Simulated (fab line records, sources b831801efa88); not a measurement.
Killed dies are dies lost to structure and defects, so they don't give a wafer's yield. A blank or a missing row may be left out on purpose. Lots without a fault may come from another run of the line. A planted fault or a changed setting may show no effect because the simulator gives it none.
fab line records | flow sky130
record lots=24 wafers=72 last_day=50
route steps=708 shown FIELD_ISO@5 DNWELL@44 VT_ADJUST_HVTP@96 VT_ADJUST_PCH@150
lots that met no fault: from a run of the same line without faults
start_h: hours from the record's first day to the start of the lot's first wafer shown | wait_h: hours since the lot's step before | " the same as in the row above | L1.1+2: a row that stands for several wafers | - no value, or no start given | * or withheld: withheld | < > ~ a bound
route shown NAME@n: a module of which the file shows steps, and the number in the route of the first | usual: mean/standard deviation of fault-free wafers | same: alike in all rows | chamber/n: place in a boat | sites: the reading at each site | _std_site: their standard deviation | _edge_site: outer sites' mean less inner sites' | radius_mm: how far each site lies from the wafer's centre | mask NAME#n: copy n | behind: the tool/chamber that last shaped the wafer | hold: why the lot was held/for how many hours/how that ended | device: the transistor (n, p or np) that didn't switch | end of line: the same wafers' tests at the end of the route | a step without rows: its recipe alone | killed: dies lost to structure and defects at the first sort, not the wafer's yield | map: a wafer's dies, x killed, . not, _ none there
set.NAME: the setting as run; set.NAME@STEP: as run at that earlier step | model.NAME: the simulator's own value behind a step, which no gauge read
steps of the route over a sample of lots; a table a step, a row a wafer
services: from which hour (start_h, from the record's first day; less than 0 if before it) a tool's chamber was out of use, for how many hours, and why
## steps
# step SKY_FIELD_ISO_THK_MEAS_04
# recipe reads=Si3N4_of_FIELD_ISO_CVD_03
# usual FIELD_ISO_CVD_03_THK=163.8/1.5
# columns lot.wafer tool chamber start_h wait_h FIELD_ISO_CVD_03_THK[nm]
L074.1 film_metro-01 - 13.87 0.0 160.8
L074.3 " - " " 160.9
L074.5 " - " " 161.4
L075.2 film_metro-02 - 19.60 0.0 163.6
L075.5 " - " " 163.3
L075.6 " - " " 163.6
L076.1 film_metro-02 - 25.15 0.0 166.2
L076.4 " - " " 164.6
L076.5 " - " " 165.4
L077.2 film_metro-02 - 28.49 0.0 162.2
L077.4 " - " " 164.2
L077.5 " - " " 162.0
L078.1 film_metro-04 - 33.99 0.0 163.8
L078.5 " - " " 163.6
L078.6 " - " " 164.2
L079.1 film_metro-02 - 38.50 0.0 164.6
L079.3 " - " " 164.2
L079.4 " - " " 166.1
L080.1 film_metro-04 - 43.90 0.0 162.6
L080.2 " - " " 162.8
L080.3 " - " " 163.3
L081.1 film_metro-02 - 50.70 0.0 162.3
L081.2 " - " " 163.1
L081.5 " - " " 164.2
L082.1 film_metro-01 - 56.69 0.0 167.5
L082.2 " - " " 166.5
L082.4 " - " " 166.7
L083.3 film_metro-02 - 60.97 0.0 165.3
L083.5 " - " " 166.1
L083.6 " - " " 164.9
L084.1 film_metro-04 - 65.16 0.0 165.2
L084.2 " - " " 164.8
L084.3 " - " " 165.2
L085.2 film_metro-01 - 69.38 0.0 164.9
L085.5 " - " " 163.8
L085.6 " - " " 164.3
L086.1 film_metro-02 - 74.34 0.0 166.0
L086.3 " - " " 165.6
L086.5 " - " " 166.4
L087.1 film_metro-04 - 78.48 0.0 163.5
L087.3 " - " " 166.1
L087.6 " - " " 164.2
L088.2 film_metro-02 - 83.90 0.0 161.9
L088.3 " - " " 162.2
L088.4 " - " " 162.3
L089.2 film_metro-04 - 93.05 0.0 161.5
L089.5 " - " " 161.0
L089.6 " - " " 163.1
L090.3 film_metro-04 - 95.89 0.0 163.0
L090.5 " - " " 163.7
L090.6 " - " " 163.2
L091.3 film_metro-02 - 101.50 0.0 161.8
L091.4 " - " " 161.5
L091.6 " - " " 162.6
L092.2 film_metro-02 - 104.93 0.0 162.4
L092.4 " - " " 162.3
L092.5 " - " " 162.8
L093.4 film_metro-04 - 110.53 0.0 162.7
L093.5 " - " " 162.2
L093.6 " - " " 162.5
L094.1 film_metro-02 - 114.08 0.0 165.9
L094.3 " - " " 166.6
L094.4 " - " " 165.0
L095.1 film_metro-01 - 118.98 0.0 162.1
L095.3 " - " " 162.6
L095.5 " - " " 163.3
L096.2 film_metro-02 - 124.49 0.0 163.7
L096.3 " - " " 164.4
L096.6 " - " " 163.2
L097.4 film_metro-04 - 129.34 0.0 164.8
L097.5 " - " " 162.2
L097.6 " - " " 163.5
# step SKY_FIELD_ISO_ETCH_17
# recipe target_depth_a=3420 mask_material=Si3N4 chemistry=HBr/Cl2/O2 target=Si taper_deg=5 icp_w=600 bias_w=150 pressure_mtorr=15 HBr_flow_sccm=150 Cl2_flow_sccm=40 O2_flow_sccm=6 time_s=97.7
# usual drypump_motor_current_A=6.3/0.37 mfc_cl2_sccm=40.00/0.11 oes_product_au=0.999/0.0074 throttle_valve_pct=25.657/0.01
# same time_s=97.7
# columns lot.wafer tool chamber start_h wait_h drypump_motor_current_A mfc_cl2_sccm oes_product_au rf_hours_counter_h throttle_valve_pct
L074.1 rie_si-02 3 28.43 0.1 5.7 40.00 0.998 55 25.655
L074.3 " 2 " " 6.5 40.07 1.005 38 25.663
L074.5 " 1 " " 6.0 39.96 0.996 - 25.658
L075.2 rie_si-01 0 34.62 0.1 6.0 40.00 1.003 14 25.658
L075.5 " 3 " " 6.8 39.97 0.993 - 25.663
L075.6 " 2 " " 6.6 39.88 1.000 - 25.652
L076.1 rie_si-02 3 40.15 0.1 5.7 40.17 1.003 55 25.649
L076.4 " 1 " " 6.0 39.88 1.002 1 25.674
L076.5 " 0 " " 6.2 40.03 1.002 - 25.664
L077.2 rie_si-02 1 43.75 0.1 6.0 39.92 0.998 1 25.667
L077.4 " 3 " " 5.7 40.04 0.997 55 25.664
L077.5 " 2 " " 6.5 39.93 1.004 - 25.656
L078.1 rie_si-02 0 50.02 0.1 6.2 39.97 1.002 120 25.644
L078.5 " 0 " " 6.2 39.96 1.012 - 25.647
L078.6 " 3 " " 5.7 39.99 1.004 - 25.666
L079.1 rie_si-01 0 53.87 0.1 6.0 40.00 0.994 14 25.648
L079.3 " 2 " " 6.6 40.11 0.991 64 25.660
L079.4 " 3 " " 6.8 39.82 0.998 5 25.657
L080.1 rie_si-01 3 59.47 0.1 6.8 40.02 1.003 5 25.659
L080.2 " 0 " " 6.0 40.03 1.002 14 25.640
L080.3 " 2 " " 6.6 40.23 1.018 64 25.648
L081.1 rie_si-01 2 66.71 0.1 6.6 40.21 1.006 64 25.664
L081.2 " 3 " " 6.8 39.85 0.996 5 25.675
L081.5 " 0 " " 6.0 39.94 1.000 - 25.655
L082.1 rie_si-02 3 73.47 0.1 5.7 40.00 0.982 55 25.671
L082.2 " 1 " " 6.0 40.03 0.995 2 25.663
L082.4 " 0 " " 6.2 40.15 1.007 121 25.654
L083.3 rie_si-02 3 78.20 0.0 5.7 40.15 1.002 55 25.649
L083.5 " 1 " " 6.0 39.95 0.996 - 25.656
L083.6 " 0 " " 6.2 40.05 1.006 - 25.652
L084.1 rie_si-01 1 81.95 0.1 6.0 40.05 0.992 51 25.649
L084.2 " 0 " " 6.0 40.19 1.007 15 25.645
L084.3 " 3 " " 6.8 39.79 0.983 5 25.676
L085.2 rie_si-02 1 86.57 0.1 6.0 39.86 1.007 2 25.662
L085.5 " 3 " " 5.7 39.85 1.011 - 25.641
L085.6 " 0 " " 6.2 40.12 1.002 - 25.648
L086.1 rie_si-02 3 91.52 0.1 5.7 40.07 0.991 56 25.653
L086.3 " 1 " " 6.0 40.12 0.999 2 25.654
L086.5 " 1 " " 6.0 40.01 0.985 - 25.661
L087.1 rie_si-01 2 94.56 0.1 6.6 40.00 1.006 65 25.647
L087.3 " 3 " " 6.8 40.05 0.994 6 25.663
L087.6 " 3 " " 6.8 39.94 0.981 - 25.677
L088.2 rie_si-01 2 101.10 0.1 6.6 40.02 1.011 65 25.643
L088.3 " 3 " " 6.8 39.81 0.999 6 25.635
L088.4 " 1 " " 5.9 40.25 0.997 51 25.655
L089.2 rie_si-01 1 111.22 0.1 6.0 39.98 1.003 51 25.660
L089.5 " 0 " " 6.0 40.04 1.002 - 25.657
L089.6 " 3 " " 6.8 39.95 0.992 - 25.670
L090.3 rie_si-02 0 114.05 0.0 6.2 40.03 1.003 121 25.644
L090.5 " 3 " " 5.7 40.03 0.989 - 25.654
L090.6 " 0 " " 6.2 40.03 0.997 - 25.658
L091.3 rie_si-02 1 120.15 0.0 6.0 40.01 1.007 2 25.658
L091.4 " 0 " " 6.2 39.98 1.000 121 25.664
L091.6 " 2 " " 6.5 40.07 1.001 - 25.657
L092.2 rie_si-01 2 124.07 0.1 6.6 39.87 1.004 65 25.646
L092.4 " 1 " " 5.9 40.03 1.002 52 25.643
L092.5 " 3 " " 6.9 40.10 0.992 - 25.670
L093.4 rie_si-01 1 128.80 0.0 5.9 39.98 1.002 52 25.644
L093.5 " 0 " " 6.0 40.05 0.990 - 25.661
L093.6 " 3 " " 6.8 39.92 0.988 - 25.660
L094.1 rie_si-02 0 133.52 0.1 6.2 39.92 1.007 121 25.664
L094.3 " 2 " " 6.5 39.97 1.012 39 25.658
L094.4 " 1 " " 6.0 40.32 1.009 2 25.646
L095.1 rie_si-01 3 137.05 0.1 6.9 39.94 0.977 6 25.685
L095.3 " 2 " " 6.6 40.08 0.991 65 25.639
L095.5 " 2 " " 6.6 39.87 1.001 - 25.653
L096.2 rie_si-01 0 142.91 0.1 6.0 39.94 0.997 15 25.649
L096.3 " 3 " " 6.8 39.97 1.001 6 25.659
L096.6 " 2 " " 6.6 39.95 0.999 - 25.667
L097.4 rie_si-02 1 146.82 0.0 6.0 40.09 0.990 2 25.678
L097.5 " 3 " " 5.7 40.00 0.994 - 25.670
L097.6 " 0 " " 6.2 39.88 0.996 - 25.659
# step SKY_DNWELL_TW_MEAS_09
# usual DNWELL_TW=1113/11
# columns lot.wafer tool chamber start_h wait_h DNWELL_TW
L074.1 film_metro-04 - 51.10 0.1 1117
L074.3 " - " " 1108
L074.5 " - " " 1112
L075.2 film_metro-04 - 56.20 0.1 1105
L075.5 " - " " 1103
L075.6 " - " " 1108
L076.1 film_metro-04 - 61.80 0.1 1106
L076.4 " - " " 1110
L076.5 " - " " 1108
L077.2 film_metro-03 - 73.05 0.1 1132
L077.4 " - " " 1122
L077.5 " - " " 1124
L078.1 film_metro-01 - 80.05 0.1 1107
L078.5 " - " " 1113
L078.6 " - " " 1110
L079.1 film_metro-04 - 81.94 0.1 1110
L079.3 " - " " 1110
L079.4 " - " " 1115
L080.1 film_metro-04 - 84.60 0.1 1115
L080.2 " - " " 1118
L080.3 " - " " 1112
L081.1 film_metro-03 - 90.34 0.1 1128
L081.2 " - " " 1129
L081.5 " - " " 1124
L082.1 film_metro-03 - 97.70 0.1 1121
L082.2 " - " " 1114
L082.4 " - " " 1124
L083.3 film_metro-01 - 101.76 0.1 1101
L083.5 " - " " 1095
L083.6 " - " " 1103
L084.1 film_metro-04 - 111.39 0.1 1113
L084.2 " - " " 1113
L084.3 " - " " 1114
L085.2 film_metro-04 - 115.35 0.1 1113
L085.5 " - " " 1107
L085.6 " - " " 1111
L086.1 film_metro-03 - 117.49 0.1 1125
L086.3 " - " " 1128
L086.5 " - " " 1118
L087.1 film_metro-04 - 122.45 0.1 1112
L087.3 " - " " 1112
L087.6 " - " " 1112
L088.2 film_metro-01 - 127.01 0.1 1103
L088.3 " - " " 1103
L088.4 " - " " 1097
L089.2 film_metro-04 - 137.45 0.1 1118
L089.5 " - " " 1114
L089.6 " - " " 1118
L090.3 film_metro-04 - 142.01 0.1 1118
L090.5 " - " " 1122
L090.6 " - " " 1121
L091.3 film_metro-04 - 144.92 0.1 1128
L091.4 " - " " 1124
L091.6 " - " " 1126
L092.2 film_metro-04 - 163.15 0.1 1130
L092.4 " - " " 1126
L092.5 " - " " 1131
L093.4 film_metro-01 - 165.57 0.1 1084
L093.5 " - " " 1093
L093.6 " - " " 1086
L094.1 film_metro-03 - 166.64 0.1 1116
L094.3 " - " " 1114
L094.4 " - " " 1117
L095.1 film_metro-01 - 166.89 0.1 1094
L095.3 " - " " 1094
L095.5 " - " " 1100
L096.2 film_metro-03 - 175.91 0.1 1113
L096.3 " - " " 1114
L096.6 " - " " 1115
L097.4 film_metro-03 - 185.72 0.1 1115
L097.5 " - " " 1121
L097.6 " - " " 1114
# step SKY_VT_ADJUST_HVTP_TW_MEAS_11
# usual VT_ADJUST_HVTP_TW=1354/19
# columns lot.wafer tool chamber start_h wait_h VT_ADJUST_HVTP_TW
L074.1 film_metro-02 - 120.50 0.1 1373
L074.3 " - " " 1380
L074.5 " - " " 1365
L075.2 film_metro-02 - 125.70 0.1 1378
L075.5 " - " " 1374
L075.6 " - " " 1373
L076.1 film_metro-03 - 132.03 0.1 1371
L076.4 " - " " 1361
L076.5 " - " " 1365
L077.2 film_metro-01 - 146.76 0.1 1328
L077.4 " - " " 1329
L077.5 " - " " 1326
L078.1 film_metro-03 - 149.65 0.1 1360
L078.5 " - " " 1363
L078.6 " - " " 1357
L079.1 film_metro-01 - 152.75 0.1 1326
L079.3 " - " " 1326
L079.4 " - " " 1325
L080.1 film_metro-01 - 156.35 0.1 1329
L080.2 " - " " 1334
L080.3 " - " " 1334
L081.1 film_metro-01 - 167.82 0.1 1332
L081.2 " - " " 1330
L081.5 " - " " 1335
L082.1 film_metro-01 - 171.24 0.1 1341
L082.2 " - " " 1341
L082.4 " - " " 1340
L083.3 film_metro-01 - 177.17 0.1 1348
L083.5 " - " " 1338
L083.6 " - " " 1343
L084.1 film_metro-03 - 188.90 0.1 1366
L084.2 " - " " 1362
L084.3 " - " " 1369
L085.2 film_metro-01 - 192.26 0.1 1340
L085.5 " - " " 1338
L085.6 " - " " 1348
L086.1 film_metro-01 - 192.90 0.1 1340
L086.3 " - " " 1340
L086.5 " - " " 1344
L087.1 film_metro-02 - 200.25 0.1 1370
L087.3 " - " " 1382
L087.6 " - " " 1375
L088.2 film_metro-01 - 205.60 0.1 1335
L088.3 " - " " 1338
L088.4 " - " " 1344
L089.2 film_metro-01 - 217.41 0.1 1348
L089.5 " - " " 1341
L089.6 " - " " 1347
L090.3 film_metro-02 - 222.32 0.1 1379
L090.5 " - " " 1384
L090.6 " - " " 1380
L091.3 film_metro-02 - 226.72 0.1 1378
L091.4 " - " " 1393
L091.6 " - " " 1379
L093.4 film_metro-01 - 252.28 0.1 1334
L093.5 " - " " 1340
L093.6 " - " " 1341
L092.2 film_metro-01 - 252.91 0.1 1342
L092.4 " - " " 1329
L092.5 " - " " 1343
L094.1 film_metro-02 - 255.39 0.1 1379
L094.3 " - " " 1380
L094.4 " - " " 1380
L095.1 film_metro-03 - 256.30 0.1 1361
L095.3 " - " " 1361
L095.5 " - " " 1365
L096.2 film_metro-01 - 266.20 0.1 1336
L096.3 " - " " 1341
L096.6 " - " " 1338
L097.4 film_metro-02 - 277.37 0.1 1378
L097.5 " - " " 1383
L097.6 " - " " 1378
# step SKY_VT_ADJUST_PCH_OVL_MEAS_07
# usual VT_ADJUST_PCH_OVL=0.3/1.5
# columns lot.wafer tool chamber start_h wait_h VT_ADJUST_PCH_OVL[nm]
L074.1 overlay-01 - 218.25 - 1.3
L074.3 " - " " 0.2
L074.5 " - " " -1.5
L075.2 overlay-02 - 223.14 - -0.8
L075.5 " - " " 0.0
L075.6 " - " " 0.6
L076.1 overlay-02 - 231.79 - 0.2
L076.4 " - " " -1.0
L076.5 " - " " -1.0
L077.2 overlay-02 - 252.20 - 2.1
L077.4 " - " " 1.7
L077.5 " - " " 2.6
L078.1 overlay-02 - 257.78 - -1.0
L078.5 " - " " -1.6
L078.6 " - " " -0.5
L079.1 overlay-02 - 259.59 - 0.3
L079.3 " - " " -0.5
L079.4 " - " " 0.8
L080.1 overlay-02 - 265.39 - -1.7
L080.2 " - " " -0.7
L080.3 " - " " -0.1
L081.1 overlay-01 - 280.95 - 2.9
L081.2 " - " " 2.4
L081.5 " - " " 1.9
L082.1 overlay-01 - 284.38 - -2.8
L082.2 " - " " -0.3
L082.4 " - " " -2.5
L083.3 overlay-02 - 290.70 - 0.3
L083.5 " - " " 1.7
L083.6 " - " " 2.8
L084.1 overlay-02 - 305.23 - -2.6
L084.2 " - " " -2.1
L084.3 " - " " -2.5
L085.2 overlay-01 - 309.14 - -0.2
L085.5 " - " " -0.1
L085.6 " - " " -0.3
L086.1 overlay-01 - 311.05 - 1.0
L086.3 " - " " 0.1
L086.5 " - " " 1.6
L087.1 overlay-02 - 320.19 - -0.1
L087.3 " - " " 1.7
L087.6 " - " " 0.4
L088.2 overlay-02 - 324.99 - 1.0
L088.3 " - " " -1.5
L088.4 " - " " 0.9
L089.2 overlay-01 - 339.64 - 1.7
L089.5 " - " " 0.1
L089.6 " - " " 2.5
L090.3 overlay-02 - 346.65 - -0.1
L090.5 " - " " 0.7
L090.6 " - " " -0.6
L091.3 overlay-02 - 351.45 - 0.6
L091.4 " - " " -1.4
L091.6 " - " " -1.7
L093.4 overlay-01 - 382.15 - 0.8
L093.5 " - " " -0.2
L093.6 " - " " 0.3
L092.2 overlay-01 - 383.75 - 0.4
L092.4 " - " " 0.0
L092.5 " - " " -0.5
L094.1 overlay-01 - 386.40 - 3.2
L094.3 " - " " 2.7
L094.4 " - " " 2.5
L095.1 overlay-02 - 388.23 - -0.9
L095.3 " - " " -1.3
L095.5 " - " " -0.8
L096.2 overlay-02 - 399.34 - -2.4
L096.3 " - " " 0.6
L096.6 " - " " -1.4
L097.4 overlay-01 - 413.06 - 2.5
L097.5 " - " " 2.8
L097.6 " - " " 2.0
# step SKY_VT_ADJUST_PCH_TW_MEAS_10
# usual VT_ADJUST_PCH_TW=143.2/1.7
# columns lot.wafer tool chamber start_h wait_h VT_ADJUST_PCH_TW
L074.1 film_metro-03 - 218.53 0.1 142.9
L074.3 " - " " 142.7
L074.5 " - " " 142.5
L075.2 film_metro-01 - 223.43 0.1 141.5
L075.5 " - " " 141.4
L075.6 " - " " 141.7
L076.1 film_metro-01 - 232.08 0.1 140.8
L076.4 " - " " 141.7
L076.5 " - " " 141.9
L077.2 film_metro-02 - 252.49 0.1 145.7
L077.4 " - " " 145.3
L077.5 " - " " 145.1
L078.1 film_metro-01 - 258.07 0.1 140.5
L078.5 " - " " 140.3
L078.6 " - " " 141.3
L079.1 film_metro-03 - 259.88 0.1 143.2
L079.3 " - " " 144.2
L079.4 " - " " 144.1
L080.1 film_metro-02 - 265.68 0.1 144.6
L080.2 " - " " 145.3
L080.3 " - " " 145.7
L081.1 film_metro-01 - 281.23 0.1 141.2
L081.2 " - " " 140.2
L081.5 " - " " 140.8
L082.1 film_metro-03 - 284.67 0.1 143.5
L082.2 " - " " 142.5
L082.4 " - " " 143.3
L083.3 film_metro-01 - 290.99 0.1 142.2
L083.5 " - " " 143.4
L083.6 " - " " 142.3
L084.1 film_metro-02 - 305.52 0.1 144.5
L084.2 " - " " 144.6
L084.3 " - " " 144.4
L085.2 film_metro-02 - 309.43 0.1 144.3
L085.5 " - " " 144.4
L085.6 " - " " 144.1
L086.1 film_metro-01 - 311.33 0.1 143.5
L086.3 " - " " 142.0
L086.5 " - " " 142.5
L087.1 film_metro-02 - 320.52 0.1 144.6
L087.3 " - " " 146.2
L087.6 " - " " 145.4
L088.2 film_metro-02 - 325.28 0.1 146.0
L088.3 " - " " 145.8
L088.4 " - " " 145.9
L089.2 film_metro-02 - 339.93 0.1 145.4
L089.5 " - " " 144.3
L089.6 " - " " 144.3
L090.3 film_metro-01 - 346.94 0.1 141.2
L090.5 " - " " 141.7
L090.6 " - " " 141.8
L091.3 film_metro-02 - 351.75 0.1 145.0
L091.4 " - " " 145.9
L091.6 " - " " 145.4
L093.4 film_metro-01 - 382.45 0.1 142.2
L093.5 " - " " 142.5
L093.6 " - " " 141.9
L092.2 film_metro-01 - 384.04 0.1 141.9
L092.4 " - " " 142.0
L092.5 " - " " 141.7
L094.1 film_metro-01 - 386.68 0.1 141.0
L094.3 " - " " 141.8
L094.4 " - " " 142.6
L095.1 film_metro-03 - 388.52 0.1 144.5
L095.3 " - " " 144.1
L095.5 " - " " 144.0
L096.2 film_metro-03 - 399.63 0.1 143.7
L096.3 " - " " 143.9
L096.6 " - " " 143.7
L097.4 film_metro-03 - 413.36 0.1 142.8
L097.5 " - " " 142.7
L097.6 " - " " 142.8
## services
# columns tool chamber start_h hours kind
rie_si-01 - 39.80 4.3 pm
rie_si-01 0 84.94 8.1 repair
rie_si-01 0 115.34 8.6 repair
## key
fault none
